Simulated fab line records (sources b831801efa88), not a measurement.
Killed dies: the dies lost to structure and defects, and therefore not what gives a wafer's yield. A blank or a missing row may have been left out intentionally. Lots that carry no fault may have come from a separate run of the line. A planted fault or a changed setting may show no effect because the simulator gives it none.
What tool caused it? + flow sky130 + 24 lots with 72 wafers sampled at 5 steps, on a route of 708 steps

WHAT THE GAUGES SHOWED, per wafer
SKY_LOCAL_INTERCONNECT_RS_MEAS_01: a four-point-probe measurement. Usual: LOCAL_INTERCONNECT_TIN_RS 14.15 ohm/sq, standard deviation 0.19.
| lot  | measured     | on            | LOCAL_INTERCONNECT_TIN_RS (ohm/sq) | flag |
|------|--------------|---------------|------------------------------------|------|
| L074 | day 29 13:00 | film-metro-03 | 14.26 13.98 14.22                  |      |
| L075 | day 30 00:50 | film-metro-01 | 14.24 13.81 14.29                  |      |
| L076 | day 30 07:48 | film-metro-01 | 14.39 14.06 14.23                  |      |
| L077 | day 31 01:44 | film-metro-04 | 14.42 14.32 14.01                  |      |
| L078 | day 31 02:05 | film-metro-04 | 13.75 13.89 13.96                  |      |
| L079 | day 31 13:49 | film-metro-03 | 13.75 14.04 13.82                  |      |
| L080 | day 32 02:55 | film-metro-01 | 13.96 14.04 13.95                  |      |
| L081 | day 32 09:01 | film-metro-01 | 14.07 14.29 14.37                  |      |
| L082 | day 33 06:27 | film-metro-01 | 14.30 14.27 14.06                  |      |
| L083 | day 33 11:20 | film-metro-03 | 14.27 14.15 14.22                  |      |
| L084 | day 33 15:26 | film-metro-01 | 14.12 14.31 14.09                  |      |
| L085 | day 33 21:25 | film-metro-03 | 14.11 14.27 14.35                  |      |
| L086 | day 33 19:37 | film-metro-04 | 14.35 14.32 14.45                  |      |
| L087 | day 34 08:07 | film-metro-01 | 14.04 14.18 14.23                  |      |
| L088 | day 34 10:53 | film-metro-01 | 14.41 14.05 14.08                  |      |
| L089 | day 34 21:29 | film-metro-04 | 14.16 14.13 13.99                  |      |
| L090 | day 34 23:16 | film-metro-01 | 14.42 14.61 14.35                  |      |
| L091 | day 35 08:13 | film-metro-03 | 14.23 13.96 14.09                  |      |
| L092 | day 35 13:54 | film-metro-01 | 14.32 14.46 14.14                  |      |
| L093 | day 35 20:05 | film-metro-03 | 14.22 14.14 13.83                  |      |
| L094 | day 36 19:35 | film-metro-04 | 14.01 14.01 14.02                  |      |
| L095 | day 36 15:39 | film-metro-04 | 13.97 14.38 14.32                  |      |
| L096 | day 37 00:10 | film-metro-04 | 14.09 13.97 13.95                  |      |
| L097 | day 37 00:25 | film-metro-04 | 14.10 14.32 14.45                  |      |

SKY_VIA4_THK_MEAS_20: measures by xrf. Usual: VIA4_W_THK 492 nm, standard deviation 7.1.
| lot  | measured     | on            | VIA4_W_THK (nm) | flag |
|------|--------------|---------------|-----------------|------|
| L074 | day 43 08:40 | film-metro-01 | 490 500 496     |      |
| L075 | day 43 16:11 | film-metro-04 | 501 491 495     |      |
| L076 | day 43 23:16 | film-metro-02 | 486 488 492     |      |
| L077 | day 44 13:07 | film-metro-02 | 507 508 505     |      |
| L078 | day 44 14:39 | film-metro-04 | 493 490 495     |      |
| L079 | day 45 00:07 | film-metro-04 | 488 482 477     |      |
| L080 | day 45 07:23 | film-metro-04 | 481 486 482     |      |
| L081 | day 45 13:50 | film-metro-02 | 492 495 488     |      |
| L082 | day 46 06:55 | film-metro-01 | 504 489 491     |      |
| L083 | day 46 13:01 | film-metro-04 | 486 493 493     |      |
| L084 | day 46 13:08 | film-metro-02 | 493 491 482     |      |
| L085 | day 46 17:46 | film-metro-01 | 492 493 493     |      |
| L086 | day 46 19:20 | film-metro-04 | 487 485 488     |      |
| L087 | day 47 01:57 | film-metro-04 | 483 486 488     |      |
| L088 | day 47 03:56 | film-metro-02 | 481 484 488     |      |
| L089 | day 47 14:17 | film-metro-01 | 485 482 485     |      |
| L090 | day 47 15:35 | film-metro-04 | 484 493 490     |      |
| L091 | day 47 21:35 | film-metro-02 | 496 490 490     |      |
| L092 | day 48 00:02 | film-metro-04 | 494 492 510     |      |
| L093 | day 48 07:13 | film-metro-01 | 500 492 500     |      |
| L094 | day 49 00:28 | film-metro-02 | 504 505 510     |      |
| L095 | day 48 20:26 | film-metro-04 | 495 496 492     |      |
| L096 | day 49 01:36 | film-metro-02 | 498 505 501     |      |
| L097 | day 49 02:41 | film-metro-04 | 495 499 503     |      |

EACH LOT AND THE TOOL THAT RAN IT (in order: tool; ch and the chambers of the sampled wafers; start)
| lot  | SKY_FIELD_ISO_ETCH_15             | SKY_VIA2_CMP_24               | SKY_METAL3_METAL_ETCH_18          |
|------|-----------------------------------|-------------------------------|-----------------------------------|
| L074 | rie-diel-04 ch 0,1,2, day 2 05:26 | cmp-02 ch 0,1, day 36 17:28   | rie-metal-02 ch 0, day 38 23:02   |
| L075 | rie-diel-03 ch 0,1,3, day 2 11:19 | cmp-01 ch 0,2,3, day 37 04:09 | rie-metal-04 ch 0,1, day 39 09:23 |
| L076 | rie-diel-04 ch 1,2,3, day 2 15:58 | cmp-02 ch 0,2,3, day 37 11:09 | rie-metal-03 ch 0,1, day 39 16:35 |
| L077 | rie-diel-04 ch 0,1, day 2 22:10   | cmp-02 ch 0,1,2, day 38 04:35 | rie-metal-03 ch 0,1, day 40 08:34 |
| L078 | rie-diel-03 ch 1,2,3, day 3 04:49 | cmp-01 ch 0,1, day 38 05:00   | rie-metal-03 ch 0,1, day 40 09:50 |
| L079 | rie-diel-03 ch 0,1,2, day 3 08:14 | cmp-02 ch 0,2,3, day 38 15:35 | rie-metal-04 ch 1, day 40 19:58   |
| L080 | rie-diel-02 ch 1,2,3, day 3 12:44 | cmp-02 ch 1,2, day 39 04:01   | rie-metal-03 ch 0, day 41 06:41   |
| L081 | rie-diel-02 ch 0,2,3, day 3 18:47 | cmp-02 ch 0,1,2, day 39 09:19 | rie-metal-04 ch 0,1, day 41 11:53 |
| L082 | rie-diel-02 ch 0,2,3, day 3 23:29 | cmp-02 ch 0,1,3, day 40 04:52 | rie-metal-02 ch 0,1, day 42 06:44 |
| L083 | rie-diel-04 ch 2,3, day 4 04:07   | cmp-02 ch 0,2, day 40 10:38   | rie-metal-03 ch 0,1, day 42 12:28 |
| L084 | rie-diel-04 ch 1,3, day 4 09:08   | cmp-02 ch 0,2,3, day 40 12:59 | rie-metal-03 ch 0,1, day 42 13:31 |
| L085 | rie-diel-02 ch 1,3, day 4 17:14   | cmp-01 ch 0,1,2, day 40 16:24 | rie-metal-04 ch 0,1, day 42 18:04 |
| L086 | rie-diel-02 ch 2,3, day 4 19:50   | cmp-02 ch 0,1, day 40 16:29   | rie-metal-03 ch 0,1, day 42 18:32 |
| L087 | rie-diel-03 ch 2,3, day 5 05:02   | cmp-02 ch 2,3, day 41 03:46   | rie-metal-02 ch 0,1, day 43 04:40 |
| L088 | rie-diel-03 ch 0,3, day 5 09:50   | cmp-01 ch 1,2,3, day 41 06:43 | rie-metal-02 ch 0,1, day 43 07:39 |
| L089 | rie-diel-02 ch 0,1,2, day 5 18:31 | cmp-01 ch 0,1,3, day 41 15:59 | rie-metal-04 ch 0,1, day 43 16:24 |
| L090 | rie-diel-03 ch 0,1,2, day 5 18:59 | cmp-02 ch 1,2, day 41 16:16   | rie-metal-03 ch 0,1, day 43 16:53 |
| L091 | rie-diel-02 ch 2,3, day 6 01:44   | cmp-01 ch 1,2,3, day 42 01:47 | rie-metal-02 ch 0,1, day 44 02:58 |
| L092 | rie-diel-02 ch 1,3, day 6 04:50   | cmp-01 ch 1,2, day 42 06:38   | rie-metal-03 ch 0,1, day 44 04:41 |
| L093 | rie-diel-03 ch 1,2, day 6 11:16   | cmp-02 ch 1,2, day 42 12:35   | rie-metal-04 ch 0,1, day 44 12:08 |
| L094 | rie-diel-02 ch 1,2,3, day 6 14:28 | cmp-02 ch 0,3, day 43 11:02   | rie-metal-04 ch 0,1, day 45 08:46 |
| L095 | rie-diel-02 ch 1,2, day 6 17:32   | cmp-02 ch 0,1, day 43 05:41   | rie-metal-03 ch 1, day 45 03:30   |
| L096 | rie-diel-04 ch 0,1,3, day 6 23:31 | cmp-02 ch 1,2,3, day 43 13:32 | rie-metal-03 ch 0,1, day 45 10:50 |
| L097 | rie-diel-02 ch 1,3, day 7 07:20   | cmp-02 ch 1,3, day 43 14:13   | rie-metal-03 ch 0,1, day 45 12:09 |
- SKY_FIELD_ISO_ETCH_15: etches the open film in CHF3/O2, stops on Si, target depth 180 nm, time 72 s.
- SKY_VIA2_CMP_24: polishes, stops on SiO2, t overpolish 20 s, target thk 0 nm.
- SKY_METAL3_METAL_ETCH_18: etches the open film in Cl2/BCl3, stops on SiO2, target depth 845 nm, time 183.1 s.

AS READ BY THE TOOLS THEMSELVES (means over the sampled wafers that have a number; for cases with no such wafer, the mark the record gives instead)
SKY_FIELD_ISO_ETCH_15. Usual: drypump-motor-current-A 5.6 A, standard deviation 0.46; oes-product-au 0.946 a.u., standard deviation 0.0073; throttle-valve-pct 8.845 %, standard deviation 0.0099.
| lot  | tool        | drypump-motor-current-A (A) | oes-product-au (a.u.) | throttle-valve-pct (%) | flag |
|------|-------------|-----------------------------|-----------------------|------------------------|------|
| L074 | rie-diel-04 | 5.7                         | 0.950                 | 8.842                  |      |
| L075 | rie-diel-03 | 5.9                         | 0.945                 | 8.847                  |      |
| L076 | rie-diel-04 | 5.7                         | 0.951                 | 8.858                  |      |
| L077 | rie-diel-04 | 5.6                         | 0.955                 | 8.848                  |      |
| L078 | rie-diel-03 | 6.0                         | 0.953                 | 8.853                  |      |
| L079 | rie-diel-03 | 6.1                         | 0.942                 | 8.849                  |      |
| L080 | rie-diel-02 | 5.5                         | 0.948                 | 8.853                  |      |
| L081 | rie-diel-02 | 5.2                         | 0.946                 | 8.832                  |      |
| L082 | rie-diel-02 | 5.2                         | 0.942                 | 8.844                  |      |
| L083 | rie-diel-04 | 5.6                         | 0.941                 | 8.846                  |      |
| L084 | rie-diel-04 | 5.9                         | 0.951                 | 8.851                  |      |
| L085 | rie-diel-02 | 5.6                         | 0.947                 | 8.835                  |      |
| L086 | rie-diel-02 | 5.2                         | 0.936                 | 8.851                  |      |
| L087 | rie-diel-03 | 5.5                         | 0.949                 | 8.846                  |      |
| L088 | rie-diel-03 | 5.4                         | 0.940                 | 8.839                  |      |
| L089 | rie-diel-02 | 5.4                         | 0.950                 | 8.846                  |      |
| L090 | rie-diel-03 | 6.1                         | 0.935                 | 8.847                  |      |
| L091 | rie-diel-02 | 5.2                         | 0.954                 | 8.846                  |      |
| L092 | rie-diel-02 | 5.8                         | 0.946                 | 8.850                  |      |
| L093 | rie-diel-03 | 6.3                         | 0.938                 | 8.840                  |      |
| L094 | rie-diel-02 | 5.5                         | 0.940                 | 8.845                  |      |
| L095 | rie-diel-02 | 5.4                         | 0.949                 | 8.845                  |      |
| L096 | rie-diel-04 | 5.6                         | 0.938                 | 8.840                  |      |
| L097 | rie-diel-02 | 5.6                         | 0.946                 | 8.845                  |      |

SKY_VIA2_CMP_24. Usual: motor-current-A 10.9 A, standard deviation 0.86; overpolish-run-s 20.001 s, standard deviation 0.0088; slurry-flow-ml-min 150.0, standard deviation 0.44; time-to-endpoint-s 101 s, standard deviation 3.6.
| lot  | tool   | motor-current-A (A) | overpolish-run-s (s) | slurry-flow-ml-min | time-to-endpoint-s (s) | flag |
|------|--------|---------------------|----------------------|--------------------|------------------------|------|
| L074 | cmp-02 | 10.9                | 19.999               | 150.3              | 101                    |      |
| L075 | cmp-01 | 11.8                | 20.005               | 149.8              | 100                    |      |
| L076 | cmp-02 | 10.5                | 19.996               | 150.2              | 98                     |      |
| L077 | cmp-02 | 10.3                | 20.000               | 149.8              | 105                    |      |
| L078 | cmp-01 | 11.0                | 19.998               | 149.6              | 103                    |      |
| L079 | cmp-02 | 10.6                | 19.995               | 150.2              | 97                     |      |
| L080 | cmp-02 | 10.6                | 20.002               | 149.9              | 100                    |      |
| L081 | cmp-02 | 10.3                | 20.004               | 149.7              | 103                    |      |
| L082 | cmp-02 | 10.6                | 19.992               | 150.0              | 103                    |      |
| L083 | cmp-02 | 9.9                 | 20.003               | 150.2              | 98                     |      |
| L084 | cmp-02 | 10.6                | 20.003               | 149.9              | 104                    |      |
| L085 | cmp-01 | 11.7                | 19.999               | 149.8              | 105                    |      |
| L086 | cmp-02 | 10.6                | 20.001               | 149.9              | 101                    |      |
| L087 | cmp-02 | 10.6                | 20.002               | 150.3              | 97                     |      |
| L088 | cmp-01 | 10.9                | 20.008               | 150.1              | 105                    |      |
| L089 | cmp-01 | 10.9                | 20.002               | 150.5              | 102                    |      |
| L090 | cmp-02 | 11.1                | 20.000               | 150.2              | 99                     |      |
| L091 | cmp-01 | 11.3                | 19.993               | 150.0              | 98                     |      |
| L092 | cmp-01 | 11.6                | 20.002               | 150.2              | 98                     |      |
| L093 | cmp-02 | 10.5                | 19.999               | 149.3              | 104                    |      |
| L094 | cmp-02 | 10.3                | 20.005               | 149.9              | 102                    |      |
| L095 | cmp-02 | 10.4                | 19.998               | 150.0              | 100                    |      |
| L096 | cmp-02 | 10.9                | 20.008               | 150.0              | 102                    |      |
| L097 | cmp-02 | 11.3                | 20.010               | 150.0              | 106                    |      |

SKY_METAL3_METAL_ETCH_18. Usual: drypump-motor-current-A 6.0 A, standard deviation 0.31; oes-product-au 0.868 a.u., standard deviation 0.0071; throttle-valve-pct 22.265 %, standard deviation 0.0096.
| lot  | tool         | drypump-motor-current-A (A) | oes-product-au (a.u.) | throttle-valve-pct (%) | flag |
|------|--------------|-----------------------------|-----------------------|------------------------|------|
| L074 | rie-metal-02 | 6.1                         | 0.864                 | 22.260                 |      |
| L075 | rie-metal-04 | 5.9                         | 0.870                 | 22.270                 |      |
| L076 | rie-metal-03 | 5.9                         | 0.867                 | 22.267                 |      |
| L077 | rie-metal-03 | 5.8                         | 0.865                 | 22.264                 |      |
| L078 | rie-metal-03 | 5.9                         | 0.867                 | 22.260                 |      |
| L079 | rie-metal-04 | 6.5                         | 0.866                 | 22.258                 |      |
| L080 | rie-metal-03 | 6.0                         | 0.871                 | 22.259                 |      |
| L081 | rie-metal-04 | 6.3                         | 0.868                 | 22.264                 |      |
| L082 | rie-metal-02 | 5.8                         | 0.873                 | 22.270                 |      |
| L083 | rie-metal-03 | 5.9                         | 0.856                 | 22.255                 |      |
| L084 | rie-metal-03 | 5.8                         | 0.862                 | 22.267                 |      |
| L085 | rie-metal-04 | 5.9                         | 0.871                 | 22.265                 |      |
| L086 | rie-metal-03 | 5.9                         | 0.867                 | 22.267                 |      |
| L087 | rie-metal-02 | 5.9                         | 0.866                 | 22.268                 |      |
| L088 | rie-metal-02 | 5.8                         | 0.865                 | 22.268                 |      |
| L089 | rie-metal-04 | 6.3                         | 0.867                 | 22.249                 |      |
| L090 | rie-metal-03 | 5.9                         | 0.869                 | 22.268                 |      |
| L091 | rie-metal-02 | 5.8                         | 0.863                 | 22.270                 |      |
| L092 | rie-metal-03 | 5.8                         | 0.866                 | 22.257                 |      |
| L093 | rie-metal-04 | 6.2                         | 0.867                 | 22.265                 |      |
| L094 | rie-metal-04 | 6.2                         | 0.874                 | 22.265                 |      |
| L095 | rie-metal-03 | 5.7                         | 0.863                 | 22.267                 |      |
| L096 | rie-metal-03 | 5.9                         | 0.870                 | 22.264                 |      |
| L097 | rie-metal-03 | 5.9                         | 0.873                 | 22.271                 |      |

THE ANSWER, worked out from the rows above alone
Rule: take the mean of a lot's wafers that have a number; if it is more than 3 standard deviations from the usual mean, the lot is off. A lot without any number at a reading at which 4 lots or more have one is off too. All remaining lots with rows at the step are treated as sound. First the gauges in route order, then the tools' own readings, where a lot's mean is used as printed above. At the first step where some lot is off, the reading lying furthest off is the one used; lots without a number count as furthest.
Nothing can be told from this: no lot is off at any reading shown.

WHAT THE SIMULATOR HAD INSERTED
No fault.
